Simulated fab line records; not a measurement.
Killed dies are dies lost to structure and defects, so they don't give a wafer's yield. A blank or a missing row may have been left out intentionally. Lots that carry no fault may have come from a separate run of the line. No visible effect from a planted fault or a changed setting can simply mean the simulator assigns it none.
Struck lot and sound lot, side by side | flow gf180mcu | 16 steps out of a route of 602
Sound: the wafers L611.1, L611.5, L611.6. Wafers struck: L622.2, L622.3, L622.6. The cause is given at the end.
At each step with rows: each side's tool, then ch and its chambers, then its first start. Under that, the readings that differ: sound wafers | struck wafers | difference of the means | sigmas: that difference in standard deviations of wafers without a fault.
alike: same words and numbers on both sides, and readings whose means sit less than 2 such deviations apart. not compared: any withheld reading, any reading some wafer has no value for, any bound like >300 that may hide the same value, and any number with overlapping values for which the record gives no deviation.
The two part at a step that has a row with sigmas, a row that says differs or no value, or rows on one side only. When numbers do not overlap yet have no deviation, they are printed without sigmas and do not part them. A reading that every wafer of one side lacks parts them only if that side has two wafers or more.

GF_M1_SPUTTER_04: material TiN, target thk 50 nm, time 41.7 s.
  sound on pvd sputter-01, day 17 01:34; struck on pvd sputter-04, day 20 20:32
  alike: throttle valve pct
GF_M1_RS_MEAS_05: measures by four-point-probe.
  sound on film metro-01, day 17 01:37; struck on film metro-01, day 20 20:36
  reading             | sound                | struck               | difference | sigmas
  M1_ALCU_RS (ohm/sq) | 0.0710 0.0707 0.0705 | 0.0693 0.0692 0.0688 | -0.0016    | -2
GF_M1_THK_MEAS_06: measures by xrf.
  sound on film metro-01, day 17 01:44; struck on film metro-01, day 20 20:43
  alike: M1_ALCU_THK
then, 7 steps without rows for these wafers: GF_M1_DEHYDRATE_07 (time 60 s); GF_M1_HMDS_08 (prime time 60 s); GF_M1_COAT_09 (resist thk 1000 nm); GF_M1_SOFTBAKE_10 (time 60 s); GF_M1_EXPOSE_11 (exposes mask Metal1, target cd 230 nm); GF_M1_PEB_12 (peb time 90 s); GF_M1_DEVELOP_13 (develop time 60 s).
GF_M1_CD_MEAS_14: the cd target is 230 nm.
  sound on cd sem-01, day 18 01:00; struck on cd sem-02, day 21 19:57
  alike: cd nm
GF_M1_OVL_MEAS_15:
  sound on overlay-02, day 18 01:07; struck on overlay-02, day 21 20:03
  alike: M1_OVL
GF_M1_METAL_ETCH_16: etches the open film in Cl2/BCl3, stops on SiO2, target depth 627.5 nm, time 104.6 s.
  sound on rie metal-03 ch 0,1, day 18 01:09; struck on rie metal-03 ch 1, day 21 20:05
  reading                             | sound                | struck               | difference | sigmas
  oes product au (a.u.)               | 0.965 0.969 0.970    | 0.781 0.795 0.779    | -0.183     | -27
  throttle valve pct (%)              | 28.251 28.262 28.243 | 28.463 28.456 28.449 | +0.204     | +21
  model.M1.feature depth nm (nm)      | 594.5 596.8 597.9    | 414.4 413.7 414.4    | -182.2     |
  model.etch.depth nm (nm)            | 594.5 596.8 597.9    | 414.4 413.7 414.4    | -182.2     |
  model.KrF_of_M1_COAT_09.thk nm (nm) | 729 729.3 731.3      | 820.7 821.5 822.8    | +91.8      |
  alike: drypump motor current A
  not compared: rf hours counter h
GF_M1_STRIP_17: strips in O2/N2.
  sound on plasma asher-04 ch 0,1, day 18 01:16; struck on plasma asher-02 ch 0,1, day 21 20:11
  reading                      | sound             | struck            | difference | sigmas
  oes product au (a.u.)        | 0.554 0.550 0.560 | 0.596 0.592 0.600 | +0.041     | +9
  strip time to endpoint s (s) | 7.82 7.82 7.83    | 8.69 8.70 8.73    | +0.88      | +22
  alike: drypump motor current A, heater power w
  not compared: rf hours counter h
then, 1 step without rows for these wafers: GF_M1_STRIP_18 (strips in post etch residue remover, time 1200 s).
-- the record jumps here: 11 days lie between the struck wafers' starts before and after (it left off in module M1 and takes up again in module PASSIVATION, whose first step shown is number 602 of the route) --
GF_PASSIVATION_PROBE_99:
  sound on prober-01, day 29 21:24; struck on prober-01, day 32 17:29
  reading                                | sound | struck | difference | sigmas
  model.etest.nmos_6p0_nat.short         | 0 0 0 | 1 1 1  | +1         |
  model.etest.ring_6p0.no ring           | 0 0 0 | 1 1 1  | +1         |
  model.etest.nplus sal.short            | 0 0 0 | 1 1 1  | +1         |
  model.etest.iso pplus pwell.over limit | 0 0 0 | 1 1 1  | +1         |
  model.etest.met top.short              | 0 0 0 | 1 1 1  | +1         |
  model.etest.via5 chain.short           | 0 0 0 | 1 1 1  | +1         |
  model.etest.met2 comb.over limit       | 0 0 0 | 1 1 1  | +1         |
  model.etest.nmos_3p3.over limit        | 0 0 0 | 1 1 1  | +1         |

WHERE THEY PART
At GF_M1_RS_MEAS_05 first; at GF_M1_STRIP_17 last (within this record only).

WHY: what the simulator had put in
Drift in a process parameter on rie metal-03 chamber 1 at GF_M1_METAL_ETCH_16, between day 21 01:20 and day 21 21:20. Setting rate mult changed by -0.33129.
